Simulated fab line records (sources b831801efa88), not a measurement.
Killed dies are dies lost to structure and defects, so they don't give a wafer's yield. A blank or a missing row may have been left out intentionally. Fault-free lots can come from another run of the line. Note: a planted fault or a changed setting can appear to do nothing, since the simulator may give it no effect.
A lot that was struck, set against a sound lot ; flow sky130 ; 15 steps out of a route of 708
Sound: wafers L990.2, L990.4, L990.5. Struck: wafer L994.2. (L994.1, L994.4 of the same lot were not struck and are left out.) The cause comes at the end.
Order at every step that has rows: each side's tool, ch and its chambers, its first start. Under that, the readings that differ: sound wafers ; struck wafers ; difference of the means ; sigmas: that difference in standard deviations of wafers without a fault.
alike: same words and numbers on both sides, and readings whose means sit less than 2 such deviations apart. not compared: any withheld reading, any reading some wafer has no value for, any bound like >300 that may hide the same value, and any number with overlapping values for which the record gives no deviation.
Wherever a step has rows on one side only, a row that says differs or no value, or a row with sigmas, the two part there. Numbers that have no deviation but don't overlap get no sigmas and don't part them. A reading that every wafer of one side lacks parts them only if that side has two wafers or more.

first, 8 steps without rows for these wafers: SKY_POLY_GATE_DEHYDRATE_05 (time 60 s); SKY_POLY_GATE_HMDS_06 (prime time 60 s); SKY_POLY_GATE_COAT_07 (resist thk 110 nm); SKY_POLY_GATE_COAT_08 (resist thk 450 nm); SKY_POLY_GATE_SOFTBAKE_09 (time 90 s); SKY_POLY_GATE_EXPOSE_10 (exposes mask P1M, target cd 150 nm); SKY_POLY_GATE_PEB_11; SKY_POLY_GATE_DEVELOP_12 (develop time 60 s).
SKY_POLY_GATE_CD_MEAS_13: target cd 150 nm.
  struck on cd-sem-02, day 18 03:12; sound on cd-sem-02, day 16 10:52
  alike: cd-nm
SKY_POLY_GATE_OVL_MEAS_14:
  struck on overlay-01, day 18 03:19; sound on overlay-02, day 16 10:58
  alike: POLY_GATE_OVL
SKY_POLY_GATE_ETCH_15: etches BARC in N2/H2, stops on SiO2, time 118.5 s, target depth 110 nm.
  sound on rie-diel-03 ch 1,2, day 16 11:00; struck on rie-diel-02 ch 1, day 18 03:22
reading;sound;struck;difference;sigmas
drypump-motor-current-A (A);5.2 5.4 5.3;6.0;+0.7;+2
  alike: n2-flow-sccm, oes-product-au, throttle-valve-pct
  not compared: rf-hours-counter-h
SKY_POLY_GATE_ETCH_16: etches Si3N4 in CH3F/O2, stops on poly-Si, time 147.5 s, target depth 75 nm.
  sound on rie-diel-03 ch 1,2, day 16 11:05; struck on rie-diel-02 ch 1, day 18 03:26
reading;sound;struck;difference;sigmas
drypump-motor-current-A (A);5.2 5.3 5.3;6.0;+0.7;+2
  alike: O2_flow_sccm, oes-product-au, throttle-valve-pct
  not compared: rf-hours-counter-h
SKY_POLY_GATE_ETCH_17: etches poly-Si in HBr/Cl2, stops on SiO2, target depth 180 nm, time 70.5 s.
  sound on rie-si-02 ch 0,3, day 16 11:11; struck on rie-si-01 ch 0, day 18 03:32
reading;sound;struck;difference;sigmas
oes-product-au (a.u.);0.977 0.994 0.970;0.939;-0.041;-5
over-etch-frac;0.56667 0.56667 0.56667;0.67;+0.10;
model.KrF-thick_of_POLY_GATE_COAT_08.thk-nm (nm);142.8 134.6 141.2;134.3;-5.2;
model.SiO2_of_SONOS_ONO_CVD_04.thk-nm (nm);4.275 4.24 4.249;4.106;-0.149;
  alike: drypump-motor-current-A, throttle-valve-pct
  not compared: rf-hours-counter-h
SKY_POLY_GATE_STRIP_18: strips in O2/N2.
  sound on plasma-asher-02 ch 1, day 16 11:14; struck on plasma-asher-02 ch 1, day 18 03:35
  alike: drypump-motor-current-A, n2-flow-sccm, o2-flow-sccm, oes-product-au, strip-time-to-endpoint-s
  not compared: rf-hours-counter-h
-- record jumps: 29 days separate the struck wafers' starts on either side; left off in module POLY_GATE, taken up again in module PAD_OPEN, whose first shown step is the route's number 708 --
SKY_PAD_OPEN_PROBE_99:
  rows exist in the record for the struck wafers here (prober-01, day 47 00:23), but not for the sound ones

## WHERE THEY PART
Earliest at SKY_POLY_GATE_ETCH_15; latest, in this record, at SKY_PAD_OPEN_PROBE_99.

WHY: what had been put in by the simulator
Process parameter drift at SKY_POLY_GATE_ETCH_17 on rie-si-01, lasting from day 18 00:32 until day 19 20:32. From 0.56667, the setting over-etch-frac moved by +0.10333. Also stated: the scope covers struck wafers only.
